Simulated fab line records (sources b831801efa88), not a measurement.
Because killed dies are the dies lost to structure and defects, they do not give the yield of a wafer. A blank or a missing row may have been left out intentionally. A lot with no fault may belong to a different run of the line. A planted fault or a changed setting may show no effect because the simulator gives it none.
Chamber matching -- flow gf180mcu -- GF_V2_CMP_04 on cmp-01 has 4 sister chambers
The step polishes SiO2. 4 wafers are shown with their chamber, then 7 later ones without.

## WAFERS WITH THEIR CHAMBER
wafer,chamber,motor-current-A (A)
L360.1,2,12.1
L362.5,3,10.5
L366.1,1,11.3
L366.4,0,11.0

## WAFERS WHOSE CHAMBER IS MISSING
wafer,motor-current-A (A)
L366.5,11.1
L369.4,10.8
L369.5,11.3
L369.6,10.7
L375.1,10.8
L375.4,12.6
L375.5,10.8

## THE CHAMBER EACH PASSED THROUGH
wafer,from the rows above,in truth
L366.5,can't be placed: 0 or 1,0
L369.4,can't be placed: 0 or 3 or 1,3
L369.5,can't be placed: 1 or 0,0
L369.6,can't be placed: 3 or 0 or 1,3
L375.1,can't be placed: 0 or 3 or 1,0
L375.4,2,2
L375.5,can't be placed: 0 or 3 or 1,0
Correctly placed: 1 of 7. These rows do not allow placing 6 (true chamber among the candidates in 6). Placed wrongly: 0.
How it was worked out, from the rows above alone: a wafer's distance from a chamber is the root of the sum, over the readings, of the square of ((its reading less the chamber's mean) divided by the reading's scatter). If the next closest chamber is less than 2 further off than the closest, the wafer can't be placed; otherwise it belongs to the closest. The mean given for a chamber averages the wafers shown for that chamber. The scatter: with one shown wafer a chamber, the root of the mean of the squares of how far each hidden wafer lies from its nearest shown one.
